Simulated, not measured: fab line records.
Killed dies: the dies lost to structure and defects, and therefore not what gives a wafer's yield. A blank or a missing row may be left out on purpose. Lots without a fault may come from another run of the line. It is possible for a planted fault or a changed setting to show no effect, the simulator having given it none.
Matching of chambers -- flow gf180mcu -- GF_V4_CVD_02 on pecvd-03: 3 sister chambers
The step deposits SiO2 from TEOS, target thk 850 nm, time 94.851 s. 18 wafers are shown with their chamber, then 9 later ones without.

## WAFERS, EACH WITH ITS CHAMBER
wafer,chamber,heater-power-w (W),susceptor-temp-C (C)
L077.2,1,686,399.65
L077.3,0,623,400.12
L077.6,1,724,399.79
L080.4,2,675,399.89
L080.5,0,735,400.05
L080.6,1,748,400.27
L081.2,1,705,399.85
L081.3,0,745,400.06
L081.4,0,604,399.85
L082.1,0,692,400.03
L082.4,0,740,399.98
L082.6,1,723,400.07
L085.2,1,714,400.20
L085.3,2,602,399.97
L085.6,2,648,400.20
L092.1,0,675,400.00
L092.2,2,708,399.84
L092.3,1,730,400.01

SIGNATURES (averages over the wafers above)
reading,chamber 0,chamber 1,chamber 2,scatter within a chamber
heater-power-w,687.71,718.57,658.25,43.2
susceptor-temp-C,400.0129,399.9771,399.9750,0.168
Rule: a wafer's distance from a chamber is the root of the sum, over the readings, of the square of ((its reading less the chamber's mean) divided by the reading's scatter). The wafer belongs to the nearest chamber; if the next one is less than 2 further off, it can't be placed. The scatter is the square root of a quotient: the sum, over the shown wafers, of each reading's squared deviation from its chamber's mean, divided by wafers minus chambers.

## WAFERS WITH NO CHAMBER GIVEN
wafer,heater-power-w (W),susceptor-temp-C (C)
L093.2,681,400.18
L093.4,578,399.99
L093.5,588,400.08
L096.1,610,400.02
L096.4,684,399.95
L096.6,707,399.97
L097.4,586,400.04
L097.5,657,400.03
L097.6,749,399.94

## WHICH CHAMBER EACH ONE RAN IN
wafer,from the rows above,in truth
L093.2,can't be placed: 0 or 2 or 1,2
L093.4,can't be placed: 2 or 0 or 1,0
L093.5,can't be placed: 2 or 0 or 1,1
L096.1,can't be placed: 2 or 0 or 1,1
L096.4,can't be placed: 0 or 2 or 1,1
L096.6,can't be placed: 1 or 0 or 2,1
L097.4,can't be placed: 2 or 0 or 1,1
L097.5,can't be placed: 2 or 0 or 1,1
L097.6,can't be placed: 1 or 0 or 2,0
Correct placement for 0 of the 9. These rows do not allow placing 9 (true chamber among the candidates in 9). Number placed wrongly: 0.
